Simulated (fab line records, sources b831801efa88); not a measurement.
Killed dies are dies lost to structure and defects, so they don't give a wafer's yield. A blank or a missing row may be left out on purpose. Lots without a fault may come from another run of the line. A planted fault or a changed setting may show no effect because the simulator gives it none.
fab line records | flow sky130
record lots=5 wafers=15 last_day=49
route steps=708 shown VIA4@639 METAL5@661 PAD_OPEN@708
lots that met no fault: from a run of the same line without faults
start_h: hours from the record's first day to the start of the lot's first wafer shown | wait_h: hours since the lot's step before | " the same as in the row above | L1.1+2: a row that stands for several wafers | - no value, or no start given | * or withheld: withheld | < > ~ a bound
route shown NAME@n: a module of which the file shows steps, and the number in the route of the first | usual: mean/standard deviation of fault-free wafers | same: alike in all rows | chamber/n: place in a boat | sites: the reading at each site | _std_site: their standard deviation | _edge_site: outer sites' mean less inner sites' | radius_mm: how far each site lies from the wafer's centre | mask NAME#n: copy n | behind: the tool/chamber that last shaped the wafer | hold: why the lot was held/for how many hours/how that ended | device: the transistor (n, p or np) that didn't switch | end of line: the same wafers' tests at the end of the route | a step without rows: its recipe alone | killed: dies lost to structure and defects at the first sort, not the wafer's yield | map: a wafer's dies, x killed, . not, _ none there
set.NAME: the setting as run; set.NAME@STEP: as run at that earlier step | model.NAME: the simulator's own value behind a step, which no gauge read
lots at some steps of the route; a table a step, a row a wafer
services: from which hour (start_h, from the record's first day; less than 0 if before it) a tool's chamber was out of use, for how many hours, and why
## steps
# step SKY_VIA4_HDPCVD_00
# recipe material=SiO2 target_thk_nm=1750 sigma_open_frac=0.3 time_s=281.4 temp_c=400 sih4_flow_sccm=60 pressure_mtorr=6
# step SKY_VIA4_THK_MEAS_01
# recipe reads=SiO2_of_VIA4_HDPCVD_00
# usual VIA4_HDPCVD_THK=1691/21
# columns lot.wafer tool chamber start_h wait_h VIA4_HDPCVD_THK[nm]
L269.3 film_metro-03 - 1020.31 0.1 1663
L269.5 " - " " 1662
L269.6 " - " " 1670
L270.2 film_metro-03 - 1022.26 0.1 1684
L270.3 " - " " 1693
L270.6 " - " " 1684
L272.1 film_metro-01 - 1048.49 0.1 1699
L272.3 " - " " 1691
L272.5 " - " " 1679
L276.3 film_metro-03 - 1061.31 0.1 1688
L276.4 " - " " 1662
L276.5 " - " " 1680
L283.1 film_metro-02 - 1098.20 0.1 1663
L283.4 " - " " 1680
L283.6 " - " " 1692
# step SKY_VIA4_CMP_02
# recipe material=SiO2 down_force_psi=4 platen_rpm=60 pad_velocity_m_s=0.94248
# step SKY_VIA4_BOW_MEAS_03
# recipe mode=bow
# usual VIA4_BOW=80/7.8
# columns lot.wafer tool chamber start_h wait_h VIA4_BOW[um]
L269.3 film_metro-03 - 1020.69 0.2 75
L269.5 " - " " 76
L269.6 " - " " 87
L270.2 film_metro-02 - 1022.68 0.2 88
L270.3 " - " " 83
L270.6 " - " " 87
L272.1 film_metro-03 - 1048.85 0.1 76
L272.3 " - " " 73
L272.5 " - " " 79
L276.3 film_metro-02 - 1061.69 0.2 75
L276.4 " - " " 83
L276.5 " - " " 70
L283.1 film_metro-03 - 1098.60 0.1 89
L283.4 " - " " 76
L283.6 " - " " 80
# step SKY_VIA4_DEHYDRATE_04
# recipe temp_c=200 time_s=60
# step SKY_VIA4_HMDS_05
# recipe prime_time_s=60 prime_temp_c=120
# step SKY_VIA4_COAT_06
# recipe resist=NOVOLAK spin_rpm=3000 resist_thk_nm=1140
# step SKY_VIA4_SOFTBAKE_07
# recipe temp_c=90 time_s=60 resist=NOVOLAK
# step SKY_VIA4_EXPOSE_08
# recipe mask_id=VIM4 na=0.6 source_shape=conventional sigma_outer=0.6 polarization=unpolarized target_cd_nm=800 dose_mj=130.6
# step SKY_VIA4_PEB_09
# recipe temp_c=withheld time_s=* resist=NOVOLAK
# step SKY_VIA4_DEVELOP_10
# recipe resist=NOVOLAK developer=TMAH develop_time_s=60 dev_temp_c=23
# step SKY_VIA4_OVL_MEAS_11
# usual VIA4_OVL=0.6/1.2
# columns lot.wafer tool chamber start_h wait_h VIA4_OVL[nm]
L269.3 overlay-01 - 1042.70 0.1 0.6
L269.5 " - " " 1.0
L269.6 " - " " 0.4
L270.2 overlay-02 - 1044.89 0.1 -1.1
L270.3 " - " " 0.8
L270.6 " - " " 0.9
L272.1 overlay-02 - 1070.09 0.1 2.4
L272.3 " - " " 1.2
L272.5 " - " " 1.0
L276.3 overlay-02 - 1082.30 0.1 0.1
L276.4 " - " " 2.3
L276.5 " - " " 2.1
L283.1 overlay-01 - 1118.39 0.1 -0.9
L283.4 " - " " -0.2
L283.6 " - " " -2.0
# step SKY_VIA4_ETCH_12
# recipe target=SiO2 chemistry=C4F8/O2/Ar stop_on=TiN mask_material=NOVOLAK source_w=1500 bias_w=1200 pressure_mtorr=40 c4f8_flow_sccm=withheld O2_flow_sccm=6 Ar_flow_sccm=300 time_s=withheld target_depth_a=5800
# usual oes_product_au=0.926/0.0045
# columns lot.wafer tool chamber start_h wait_h oes_product_au
L269.3 rie_diel-03 2 1042.72 0.0 0.922
L269.5 " 3 " " 0.928
L269.6 " 2 " " 0.929
L270.2 rie_diel-01 3 1044.92 0.0 0.921
L270.3 " 2 " " 0.925
L270.6 " 1 " " 0.932
L272.1 rie_diel-01 1 1070.12 0.0 0.925
L272.3 " 0 " " 0.922
L272.5 " 0 " " 0.931
L276.3 rie_diel-03 0 1082.32 0.0 0.932
L276.4 " 3 " " 0.927
L276.5 " 2 " " 0.917
L283.1 rie_diel-01 1 1118.42 0.0 0.924
L283.4 " 3 " " 0.931
L283.6 " 2 " " 0.924
# step SKY_VIA4_STRIP_13
# recipe chemistry=O2/N2 power_w=1400 pressure_mtorr=1500 platen_temp_c=withheld o2_flow_sccm=3000 n2_flow_sccm=300 overash_fraction=0.5
# step SKY_VIA4_STRIP_14
# recipe chemistry=post_etch_residue_remover time_s=1200 temp_c=72.5
# step SKY_VIA4_CLEAN_15
# recipe chemistry=IPA time_s=180 temp_c=25
# step SKY_VIA4_CLEAN_16
# recipe chemistry=O3/DIW dry=n2_spin
# step SKY_VIA4_SPUTTER_17
# recipe material=TiN target_thk_nm=20 chamber_pressure_pa=5 power_w=4000 time_s=80
# step SKY_VIA4_CVD_18
# recipe material=W target_thk_nm=505 time_s=152.14 temp_c=400 pressure_torr=40
# step SKY_VIA4_RS_MEAS_19
# recipe thk_meas_gauge=four-point-probe reads=W_of_VIA4_CVD_18+TiN_of_VIA4_SPUTTER_17
# usual VIA4_W_RS=0.223/0.0043
# columns lot.wafer tool chamber start_h wait_h VIA4_W_RS[ohm/sq]
L269.3 film_metro-02 - 1043.64 0.1 0.228
L269.5 " - " " 0.220
L269.6 " - " " 0.228
L270.2 film_metro-03 - 1045.83 0.1 0.221
L270.3 " - " " 0.221
L270.6 " - " " 0.221
L272.1 film_metro-01 - 1071.00 0.1 0.217
L272.3 " - " " 0.219
L272.5 " - " " 0.217
L276.3 film_metro-02 - 1083.24 0.1 0.220
L276.4 " - " " 0.224
L276.5 " - " " 0.224
L283.1 film_metro-02 - 1119.45 0.1 0.223
L283.4 " - " " 0.218
L283.6 " - " " 0.220
# step SKY_VIA4_THK_MEAS_20
# recipe thk_meas_gauge=xrf reads=W_of_VIA4_CVD_18
# usual VIA4_W_THK=520/11
# columns lot.wafer tool chamber start_h wait_h VIA4_W_THK[nm]
L269.3 film_metro-02 - 1043.74 0.1 518
L269.5 " - " " 539
L269.6 " - " " 512
L270.2 film_metro-03 - 1045.94 0.1 522
L270.3 " - " " 520
L270.6 " - " " 520
L272.1 film_metro-01 - 1071.12 0.1 534
L272.3 " - " " 527
L272.5 " - " " 531
L276.3 film_metro-02 - 1083.34 0.1 531
L276.4 " - " " 524
L276.5 " - " " 524
L283.1 film_metro-02 - 1119.57 0.1 526
L283.4 " - " " 537
L283.6 " - " " 531
# step SKY_VIA4_CMP_21
# recipe stop_on=SiO2 t_overpolish_s=25 down_force_psi=3.5 platen_rpm=60 target_thk_nm=0 pad_velocity_m_s=0.94248
# step SKY_METAL5_SPUTTER_00
# recipe material=Ti target_thk_nm=15 power_w=3000 time_s=10 chamber_pressure_pa=0.4
# step SKY_METAL5_SPUTTER_01
# recipe material=TiN target_thk_nm=20 power_w=6500 time_s=16.7 chamber_pressure_pa=0.4
# step SKY_METAL5_SPUTTER_02
# recipe material=AlCu target_thk_nm=1150 power_w=10600 time_s=61.2 chamber_pressure_pa=0.4
# step SKY_METAL5_SPUTTER_03
# recipe material=Ti target_thk_nm=5 power_w=3000 time_s=3.3 chamber_pressure_pa=0.4
# usual chamber_pressure_pa=0.3999/0.00079 throttle_valve_pct=30.5/0.86
# columns lot.wafer tool chamber start_h wait_h chamber_pressure_pa throttle_valve_pct
L269.3 pvd_sputter-03 - 1044.18 0.0 0.3992 31.2
L269.5 " - " " 0.3992 31.7
L269.6 " - " " 0.4011 31.2
L270.2 pvd_sputter-03 - 1046.39 0.0 0.3995 31.8
L270.3 " - " " 0.3993 31.1
L270.6 " - " " 0.3986 28.1
L272.1 pvd_sputter-02 - 1071.58 0.0 0.3998 30.6
L272.3 " - " " 0.3994 30.3
L272.5 " - " " 0.3991 30.7
L276.3 pvd_sputter-04 - 1083.78 0.0 0.4002 30.3
L276.4 " - " " 0.4001 30.0
L276.5 " - " " 0.3995 31.9
L283.1 pvd_sputter-04 - 1120.02 0.0 0.4006 30.2
L283.4 " - " " 0.3993 31.7
L283.6 " - " " 0.4006 30.5
# step SKY_METAL5_SPUTTER_04
# recipe material=TiN target_thk_nm=70 power_w=6500 time_s=58.3 chamber_pressure_pa=0.4
# usual chamber_pressure_pa=0.4000/0.00087 throttle_valve_pct=30.5/0.9
# columns lot.wafer tool chamber start_h wait_h chamber_pressure_pa throttle_valve_pct
L269.3 pvd_sputter-03 - 1044.20 0.0 0.3996 31.3
L269.5 " - " " 0.4013 31.9
L269.6 " - " " 0.3986 31.3
L270.2 pvd_sputter-03 - 1046.41 0.0 0.4007 31.6
L270.3 " - " " 0.3997 31.2
L270.6 " - " " 0.4004 27.9
L272.1 pvd_sputter-02 - 1071.60 0.0 0.4002 30.6
L272.3 " - " " 0.4010 30.5
L272.5 " - " " 0.4016 30.2
L276.3 pvd_sputter-04 - 1083.80 0.0 0.4011 30.0
L276.4 " - " " 0.3985 30.0
L276.5 " - " " 0.4000 31.9
L283.1 pvd_sputter-04 - 1120.04 0.0 0.3995 30.5
L283.4 " - " " 0.4004 31.7
L283.6 " - " " 0.3991 30.1
# step SKY_METAL5_RS_MEAS_05
# recipe thk_meas_gauge=four-point-probe reads=TiN_of_METAL5_SPUTTER_04+Ti_of_METAL5_SPUTTER_03+AlCu_of_METAL5_SPUTTER_02+TiN_of_METAL5_SPUTTER_01+Ti_of_METAL5_SPUTTER_00
# usual METAL5_ALCU_RS=0.0271/0.00037
# columns lot.wafer tool chamber start_h wait_h METAL5_ALCU_RS[ohm/sq]
L269.3 film_metro-02 - 1044.28 0.1 0.0273
L269.5 " - " " 0.0270
L269.6 " - " " 0.0275
L270.2 film_metro-02 - 1046.49 0.0 0.0273
L270.3 " - " " 0.0277
L270.6 " - " " 0.0269
L272.1 film_metro-02 - 1071.65 0.0 0.0267
L272.3 " - " " 0.0269
L272.5 " - " " 0.0269
L276.3 film_metro-03 - 1083.89 0.1 0.0272
L276.4 " - " " 0.0274
L276.5 " - " " 0.0272
L283.1 film_metro-03 - 1120.09 0.0 0.0276
L283.4 " - " " 0.0273
L283.6 " - " " 0.0273
# step SKY_METAL5_THK_MEAS_06
# recipe thk_meas_gauge=xrf reads=AlCu_of_METAL5_SPUTTER_02
# usual METAL5_ALCU_THK=1146/16
# columns lot.wafer tool chamber start_h wait_h METAL5_ALCU_THK[nm]
L269.3 film_metro-02 - 1044.38 0.1 1139
L269.5 " - " " 1148
L269.6 " - " " 1132
L270.2 film_metro-02 - 1046.60 0.1 1139
L270.3 " - " " 1123
L270.6 " - " " 1161
L272.1 film_metro-02 - 1071.77 0.1 1156
L272.3 " - " " 1149
L272.5 " - " " 1153
L276.3 film_metro-03 - 1083.99 0.1 1138
L276.4 " - " " 1134
L276.5 " - " " 1146
L283.1 film_metro-03 - 1120.21 0.1 1123
L283.4 " - " " 1128
L283.6 " - " " 1129
# step SKY_METAL5_DEHYDRATE_07
# recipe temp_c=200 time_s=60
# step SKY_METAL5_HMDS_08
# recipe prime_time_s=60 prime_temp_c=120
# step SKY_METAL5_COAT_09
# recipe resist=NOVOLAK spin_rpm=3000 resist_thk_nm=1800
# step SKY_METAL5_SOFTBAKE_10
# recipe temp_c=90 time_s=60 resist=NOVOLAK
# step SKY_METAL5_EXPOSE_11
# recipe mask_id=MM5 na=0.6 source_shape=conventional sigma_outer=0.6 polarization=unpolarized target_cd_nm=1600 dose_mj=190
# step SKY_METAL5_PEB_12
# recipe temp_c=withheld time_s=* resist=NOVOLAK
# step SKY_METAL5_DEVELOP_13
# recipe resist=NOVOLAK developer=TMAH develop_time_s=60 dev_temp_c=23
# step SKY_METAL5_DESCUM_14
# recipe chemistry=O2 source_power_w=150 bias_power_w=0 pressure_mtorr=10 temp_c=40 time_s=11
# usual drypump_motor_current_A=5.7/0.62 oes_product_au=0.997/0.0076
# columns lot.wafer tool chamber start_h wait_h drypump_motor_current_A oes_product_au rf_hours_counter_h
L269.3 rie_metal-02 1 1065.65 0.1 5.3 0.983 -
L269.5 " 0 " " 6.6 0.991 -
L269.6 " 1 " " 5.3 0.991 -
L270.2 rie_metal-02 0 1067.54 0.1 6.6 0.992 13
L270.3 " 0 " " 6.6 0.992 -
L270.6 " 1 " " 5.3 0.978 -
L272.1 rie_metal-02 0 1091.79 0.1 6.6 0.999 14
L272.3 " 0 " " 6.6 0.988 -
L272.5 " 1 " " 5.3 0.987 -
L276.3 rie_metal-04 1 1103.21 0.1 5.8 0.991 -
L276.4 " 1 " " 5.9 0.994 -
L276.5 " 1 " " 5.8 0.984 -
L283.1 rie_metal-01 1 1139.64 0.1 5.2 0.998 12
L283.4 " 0 " " 6.3 0.992 -
L283.6 " 1 " " 5.2 1.010 -
# step SKY_METAL5_METAL_ETCH_15
# recipe target_depth_a=12600 stop_on=SiO2 over_etch_frac=0.2 time_s=252 chemistry=Cl2/BCl3 resist_sidewall_deg=86 pressure_mtorr=10 icp_w=900 bias_w=48.5 Cl2_flow_sccm=60 bcl3_flow_sccm=30
# usual drypump_motor_current_A=5.7/0.62 oes_product_au=0.893/0.005 throttle_valve_pct=22.264/0.009
# same over_etch_frac=0.2
# columns lot.wafer tool chamber start_h wait_h drypump_motor_current_A oes_product_au rf_hours_counter_h throttle_valve_pct
L269.3 rie_metal-02 1 1065.75 0.1 5.3 0.893 - 22.274
L269.5 " 0 " " 6.6 0.895 - 22.266
L269.6 " 1 " " 5.3 0.889 - 22.274
L270.2 rie_metal-02 0 1067.57 0.0 6.6 0.892 13 22.266
L270.3 " 0 " " 6.5 0.892 - 22.252
L270.6 " 1 " " 5.3 0.901 - 22.256
L272.1 rie_metal-02 0 1091.82 0.0 6.6 0.909 14 22.262
L272.3 " 0 " " 6.6 0.887 - 22.252
L272.5 " 1 " " 5.3 0.895 - 22.255
L276.3 rie_metal-04 1 1103.41 0.2 5.8 0.886 - 22.267
L276.4 " 1 " " 5.8 0.895 - 22.262
L276.5 " 1 " " 5.8 0.883 - 22.254
L283.1 rie_metal-01 1 1139.67 0.0 5.2 0.887 12 22.263
L283.4 " 0 " " 6.3 0.889 - 22.269
L283.6 " 1 " " 5.1 0.895 - 22.269
# step SKY_METAL5_STRIP_16
# recipe chemistry=O2/N2 power_w=1400 pressure_mtorr=1500 platen_temp_c=withheld o2_flow_sccm=3000 n2_flow_sccm=300 overash_fraction=0.5
# usual drypump_motor_current_A=5.6/0.36 o2_flow_sccm=3000/9.8 oes_product_au=0.711/0.0042 strip_time_to_endpoint_s=13.07/0.12
# columns lot.wafer tool chamber start_h wait_h drypump_motor_current_A o2_flow_sccm oes_product_au rf_hours_counter_h strip_time_to_endpoint_s
L269.3 plasma_asher-02 1 1065.94 0.1 5.9 2993 0.701 - 13.09
L269.5 " 1 " " 5.9 2991 0.707 - 13.03
L269.6 " 0 " " 5.1 3000 0.716 - 13.07
L270.2 plasma_asher-01 1 1067.81 0.2 6.2 3008 0.706 93 13.05
L270.3 " 0 " " 5.3 2997 0.708 - 13.12
L270.6 " 1 " " 6.2 2999 0.707 - 13.21
L272.1 plasma_asher-02 1 1092.06 0.2 5.9 2998 0.713 3 13.13
L272.3 " 1 " " 5.9 3011 0.714 - 13.14
L272.5 " 0 " " 5.1 3018 0.703 - 13.23
L276.3 plasma_asher-03 1 1103.76 0.3 5.5 3016 0.713 - 13.10
L276.4 " 0 " " 5.8 3020 0.705 - 12.90
L276.5 " 0 " " 5.8 3019 0.712 - 12.97
L283.1 plasma_asher-02 0 1139.90 0.2 5.1 2999 0.711 8 13.03
L283.4 " 1 " " 5.9 3013 0.710 - 13.22
L283.6 " 0 " " 5.1 2998 0.710 - 13.13
# step SKY_METAL5_STRIP_17
# recipe chemistry=post_etch_residue_remover time_s=1200 temp_c=72.5
# step SKY_METAL5_CLEAN_18
# recipe chemistry=IPA time_s=180 temp_c=25
# step SKY_METAL5_CLEAN_19
# recipe chemistry=O3/DIW dry=n2_spin
# step SKY_PAD_OPEN_PROBE_99
# usual defect_limited_yield=82.5/1.8 killed_at_M0_to_M3=44/6.6 killed_at_M4_up=2.9/1.8 killed_at_contacts=24/4.8 killed_at_front_end=15/4.5 killed_at_other=0.3/0.64 killed_dies=86/8.7 killed_open=47/6.5 killed_short=39/5.8 sort_bin_3_pad_short=0.9/0.4 sort_bin_5_function=10.3/1.4 sort_bin_6_memory=6.2/1.1 sort_n_pass=406/8.7 sort_yield_pct=82.5/1.8
# same gross_dies=492 killed_at_back_side=0 sort_bin_4_leakage[%]=0 sort_bin_8_speed[%]=0
# columns lot.wafer tool chamber start_h wait_h defect_limited_yield[%] killed_at_M0_to_M3 killed_at_M4_up killed_at_contacts killed_at_front_end killed_at_other killed_dies killed_open killed_short sort_bin_3_pad_short[%] sort_bin_5_function[%] sort_bin_6_memory[%] sort_n_pass sort_yield_pct[%]
L269.3 prober-02 - 1109.01 0.2 81.1 51 6 17 19 0 93 55 38 1.2 11.6 6.1 399 81.1
L269.5 prober-02 - 1109.11 0.2 84.8 36 2 22 15 0 75 40 35 1.2 9.6 4.5 417 84.8
L269.6 prober-02 - 1109.16 0.2 79.7 53 2 26 19 0 100 54 46 0.4 11.6 8.3 392 79.7
L270.2 prober-01 - 1110.55 0.1 80.1 49 1 32 13 3 98 57 40 0.2 11.8 7.9 394 80.1
L270.3 prober-01 - 1110.60 0.2 83.7 38 2 21 18 1 80 44 35 1.2 10.6 4.5 412 83.7
L270.6 prober-01 - 1110.75 0.2 82.5 41 1 26 17 1 86 51 35 1.4 11.0 5.1 406 82.5
L272.1 prober-02 - 1134.82 0.1 87.0 24 3 24 13 0 64 40 24 0.4 7.5 5.1 428 87.0
L272.3 prober-02 - 1134.92 0.2 87.4 31 1 21 9 0 62 38 24 0.6 8.7 3.3 430 87.4
L272.5 prober-02 - 1135.02 0.2 86.6 43 1 13 9 0 66 39 27 0.6 8.9 3.9 426 86.6
L276.3 prober-01 - 1145.74 0.2 81.1 40 17 32 4 0 93 41 39 1.6 11.4 5.9 399 81.1
L276.4 prober-01 - 1145.79 0.2 84.6 41 1 17 17 0 76 38 38 0.2 7.7 7.5 416 84.6
L276.5 prober-01 - 1145.84 0.2 84.3 41 1 23 12 0 77 40 37 1.0 7.5 7.1 415 84.3
L283.1 prober-02 - 1177.85 0.1 81.1 42 4 31 16 0 93 44 49 0.6 11.2 7.1 399 81.1
L283.4 prober-02 - 1178.00 0.2 82.9 43 6 25 9 1 84 49 35 0.2 10.8 6.1 408 82.9
L283.6 prober-02 - 1178.10 0.2 81.9 52 1 19 17 0 89 48 41 0.4 10.6 7.1 403 81.9
# killed by level:class
L269.3 VIA1:geometric_particle:open=16 VIA3:geometric_particle:open=9 VIA1:geometric_particle:short=7 VIA2:geometric_particle:open=7 FIELD_ISO:geometric_particle:short=6 POLY_GATE:geometric_particle:open=5 CONTACT:geometric_particle:open=5 CONTACT:geometric_particle:short=4
L269.5 VIA1:geometric_particle:open=11 CONTACT:geometric_particle:open=9 FIELD_ISO:geometric_particle:short=5 VIA2:geometric_particle:open=5 VIA3:geometric_particle:open=5 METAL1:geometric_particle:short=4 POLY_GATE:geometric_particle:short=4 LI_CONTACT:geometric_particle:open=4
L269.6 VIA1:geometric_particle:open=14 CONTACT:geometric_particle:open=12 VIA2:geometric_particle:open=10 METAL2:geometric_particle:short=7 VIA3:geometric_particle:short=7 LI_CONTACT:geometric_particle:open=6 CONTACT:geometric_particle:short=6 FIELD_ISO:geometric_particle:open=5
L270.2 CONTACT:geometric_particle:open=10 VIA1:geometric_particle:open=10 LI_CONTACT:geometric_particle:open=8 VIA2:geometric_particle:open=8 VIA3:geometric_particle:open=8 CONTACT:geometric_particle:short=6 POLY_GATE:geometric_particle:short=5 METAL1:geometric_particle:short=5
L270.3 LI_CONTACT:geometric_particle:open=10 VIA2:geometric_particle:open=10 METAL1:geometric_particle:short=7 POLY_GATE:geometric_particle:open=6 CONTACT:geometric_particle:open=6 POLY_GATE:geometric_particle:short=5 VIA1:geometric_particle:short=5 LOCAL_INTERCONNECT:geometric_particle:short=4
L270.6 VIA2:geometric_particle:open=12 CONTACT:geometric_particle:open=10 LI_CONTACT:geometric_particle:open=9 VIA1:geometric_particle:open=7 FIELD_ISO:geometric_particle:short=5 VIA2:geometric_particle:short=5 POLY_GATE:geometric_particle:short=4 METAL2:geometric_particle:short=4
L272.1 VIA1:geometric_particle:open=11 LI_CONTACT:geometric_particle:open=10 FIELD_ISO:geometric_particle:open=5 CONTACT:geometric_particle:open=5 CONTACT:geometric_particle:short=4 FIELD_ISO:geometric_particle:short=3 POLY_GATE:geometric_particle:short=3 LOCAL_INTERCONNECT:geometric_particle:short=3
L272.3 CONTACT:geometric_particle:open=10 VIA1:geometric_particle:open=8 VIA3:geometric_particle:open=6 VIA1:geometric_particle:short=4 LOCAL_INTERCONNECT:geometric_particle:short=4 METAL2:geometric_particle:short=4 POLY_CUT:geometric_particle:open=3 LI_CONTACT:geometric_particle:open=3
L272.5 VIA1:geometric_particle:open=14 CONTACT:geometric_particle:open=8 POLY_GATE:geometric_particle:short=5 VIA2:geometric_particle:open=5 METAL2:geometric_particle:open=4 METAL2:geometric_particle:short=4 VIA3:geometric_particle:open=4 FIELD_ISO:geometric_particle:short=3
L276.3 VIA4:unspecified=13 CONTACT:geometric_particle:open=11 VIA1:geometric_particle:open=10 CONTACT:geometric_particle:short=10 METAL2:geometric_particle:short=5 VIA3:geometric_particle:open=4 LI_CONTACT:geometric_particle:open=4 METAL1:geometric_particle:short=4
L276.4 METAL1:geometric_particle:short=10 VIA1:geometric_particle:open=8 FIELD_ISO:geometric_particle:short=6 LI_CONTACT:geometric_particle:open=6 CONTACT:geometric_particle:open=6 VIA1:geometric_particle:short=6 VIA2:geometric_particle:open=5 VIA3:geometric_particle:short=4
L276.5 VIA1:geometric_particle:open=8 LI_CONTACT:geometric_particle:short=6 CONTACT:geometric_particle:open=6 METAL2:geometric_particle:short=6 VIA2:geometric_particle:open=6 VIA3:geometric_particle:open=6 METAL1:geometric_particle:short=5 FIELD_ISO:geometric_particle:short=4
L283.1 CONTACT:geometric_particle:short=12 VIA2:geometric_particle:open=9 VIA1:geometric_particle:open=8 LOCAL_INTERCONNECT:geometric_particle:short=7 LI_CONTACT:geometric_particle:open=6 VIA3:geometric_particle:short=5 VIA3:geometric_particle:open=5 POLY_GATE:geometric_particle:short=4
L283.4 VIA1:geometric_particle:open=15 CONTACT:geometric_particle:open=6 LI_CONTACT:geometric_particle:open=6 METAL2:geometric_particle:short=5 VIA3:geometric_particle:open=5 LI_CONTACT:geometric_particle:short=5 VIA3:geometric_particle:short=5 CONTACT:geometric_particle:short=4
L283.6 VIA1:geometric_particle:open=12 VIA3:geometric_particle:open=8 VIA2:geometric_particle:open=6 SPACER:geometric_particle:open=5 METAL2:geometric_particle:short=5 VIA2:geometric_particle:short=5 POLY_GATE:geometric_particle:open=4 LI_CONTACT:geometric_particle:short=4
# map L276.3 (x killed, . not)
__________...x......_________
________.x.....x...x.._______
______x.........x.x....._____
_____..x..x...x.xxx......____
____..x..........x.....x.x___
___......x....x.........xxx__
__.x......x.....x..x..x..xxx_
_..x.....x.........x...x..xxx
_x...x..............x....x.xx
_..........x....x..........x.
_........x...................
_x.xx......x.....x.x...x...x.
_.x.....xx.x...x.............
_.x..........x...x...........
_.x....xx..x.x.x...x.........
__.x.....xx................._
___....x.x.........x...x..x__
____....x.................___
_____.....x.x.x.xxxx.x...____
______.x............x..._____
________.x..x........._______
__________.......x.x_________
# map L269.6 (x killed, . not)
__________.x.x..x..._________
________.............._______
______.....x.x..x...x..._____
_____.x......x.....x....x____
____...x...x.x..x.....x...___
___........x..x......x..x.x__
__x...........x.......x...x._
_x..............x.x....x.....
_.x.x.x.x...x...x..x..xx.....
_........x.............xx..x.
_........xx.x.......x.x...x..
_xx.x.x..x..xx.........x.....
_x...xx.......x..x.xx..x.....
_......x...x.x.x...x....x....
_....x.x....x..x...x........x
__..................x......._
___.......xx.x....x.xx....x__
____.......x.........xx...___
_____.xx.x.....x.x.......____
______...x........x....x_____
________x.x..x......x._______
__________.........x_________
## services
# columns tool chamber start_h hours kind
pvd_sputter-02 - 1021.72 33.6 repair
rie_diel-03 2 1025.56 5.7 repair
pvd_sputter-03 3 1032.17 - consumable_replace:kit
pvd_sputter-03 3 1032.17 18.0 scheduled_down
pvd_sputter-03 3 1032.17 18.0 vent_cycle
pvd_sputter-04 1 1044.05 - consumable_replace:kit
pvd_sputter-04 1 1044.05 18.0 scheduled_down
pvd_sputter-04 1 1044.05 18.0 vent_cycle
plasma_asher-02 - 1055.25 9.0 pm
plasma_asher-02 0 1055.25 9.0 vent_cycle
plasma_asher-02 1 1055.25 9.0 vent_cycle
plasma_asher-02 0 1064.25 - clean
plasma_asher-02 1 1064.25 - clean
rie_diel-01 - 1081.69 0.7 repair
rie_metal-04 0 1086.73 - clean
rie_metal-04 0 1086.73 22.7 scheduled_down
rie_metal-04 0 1086.73 22.7 vent_cycle
rie_diel-03 0 1093.18 6.0 repair
pvd_sputter-03 - 1113.61 2.2 repair
pvd_sputter-02 - 1114.76 2.4 repair
rie_metal-04 - 1117.98 1.4 pm
rie_diel-03 0 1121.86 8.2 repair
rie_metal-01 - 1130.70 1.4 pm
pvd_sputter-03 - 1135.73 2.0 repair
## key
first_sign step=SKY_PAD_OPEN_PROBE_99 reading=killed_at_M4_up direction=up sigmas=8.1 usual=2.9 struck=17
effect none on later readings
met_at SKY_VIA4_ETCH_12
struck_wafers L276.3
fault kind=chamber_particle_source tool=rie_diel-03 chamber=0 onset_h=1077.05 steps=SKY_VIA4_ETCH_12 rate_per_visit_cm2=0.46617 end_h=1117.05
